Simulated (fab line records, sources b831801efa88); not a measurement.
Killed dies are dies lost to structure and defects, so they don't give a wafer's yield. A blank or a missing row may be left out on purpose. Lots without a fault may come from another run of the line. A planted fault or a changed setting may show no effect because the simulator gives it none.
Which tool did it? | flow gf180mcu | 13 lots, 39 wafers sampled, at 2 steps of a route of 602

WHAT THE GAUGES READ, wafer by wafer
GF_MIM_THK_MEAS_06. Usual: MIM_CVD_05_THK 43.0 nm, standard deviation 0.54.
lot  | measured     | on            | MIM_CVD_05_THK (nm) | flag
L149 | day 24 05:25 | film_metro-04 | 42.7 43.3 43.5      |
L150 | day 24 19:59 | film_metro-02 | 42.5 42.8 43.0      |
L151 | day 25 00:16 | film_metro-03 | 42.6 43.4 43.3      |
L152 | day 25 07:52 | film_metro-02 | 43.2 43.1 43.4      |
L153 | day 25 20:05 | film_metro-03 | 41.9 42.5 42.8      |
L158 | day 27 13:13 | film_metro-04 | 42.1 42.0 43.0      |
L161 | day 28 08:55 | film_metro-04 | 42.9 43.2 43.8      |
L162 | day 28 18:05 | film_metro-02 | 42.4 42.2 42.9      |
L164 | day 29 05:39 | film_metro-04 | 43.1 44.4 43.6      |
L165 | day 29 11:59 | film_metro-02 | 42.9 43.1 43.5      |
L168 | day 30 10:40 | film_metro-04 | 42.8 43.6 43.7      |
L170 | day 30 18:04 | film_metro-04 | 42.6 42.7 42.6      |
L172 | day 31 16:16 | film_metro-03 | 43.0 42.2 43.4      |

WHICH TOOL RAN EACH LOT (tool, then ch and the chambers of the sampled wafers, then the start)
lot  | GF_M4_SPUTTER_02
L149 | pvd_sputter-04, day 22 04:47
L150 | pvd_sputter-03, day 22 19:29
L151 | pvd_sputter-04, day 23 01:19
L152 | pvd_sputter-01, day 23 09:37
L153 | pvd_sputter-04, day 23 22:26
L158 | pvd_sputter-04, day 25 16:08
L161 | pvd_sputter-04, day 26 13:19
L162 | pvd_sputter-01, day 26 22:11
L164 | pvd_sputter-03, day 27 11:29
L165 | pvd_sputter-01, day 27 18:15
L168 | pvd_sputter-03, day 28 17:27
L170 | pvd_sputter-03, day 29 02:11
L172 | pvd_sputter-04, day 30 01:08
- GF_M4_SPUTTER_02: material AlCu, target thk 450 nm, time 23.9 s.

WHAT THE TOOLS THEMSELVES READ (means of the sampled wafers that have a number; where no wafer has one, the mark that the record gives instead)
GF_M4_SPUTTER_02. Usual: throttle_valve_pct 29.9 %, standard deviation 1.
lot  | tool           | throttle_valve_pct (%) | flag
L149 | pvd_sputter-04 | 29.2                   |
L150 | pvd_sputter-03 | 30.0                   |
L151 | pvd_sputter-04 | 29.1                   |
L152 | pvd_sputter-01 | 31.0                   |
L153 | pvd_sputter-04 | 29.3                   |
L158 | pvd_sputter-04 | 29.0                   |
L161 | pvd_sputter-04 | 28.9                   |
L162 | pvd_sputter-01 | 29.5                   |
L164 | pvd_sputter-03 | 29.2                   |
L165 | pvd_sputter-01 | 32.0                   |
L168 | pvd_sputter-03 | 29.8                   |
L170 | pvd_sputter-03 | 29.8                   |
L172 | pvd_sputter-04 | 28.9                   |

THE ANSWER, worked out from the rows above alone
Rule: a lot is off if the mean of its wafers that have a number lies more than 3 standard deviations from the usual mean. A lot without any number at a reading at which 4 lots or more have one is off too. The other lots that the step has rows for count as sound. The gauges are gone through in route order, then the tools' own readings, and for those a lot's mean is taken as printed above. The first step at which some lot is off is used, and at that step the reading that is off furthest; a lot without a number counts as furthest.
No lot is off at any reading shown: from this, nothing can be told.

WHAT THE SIMULATOR HAD PUT IN
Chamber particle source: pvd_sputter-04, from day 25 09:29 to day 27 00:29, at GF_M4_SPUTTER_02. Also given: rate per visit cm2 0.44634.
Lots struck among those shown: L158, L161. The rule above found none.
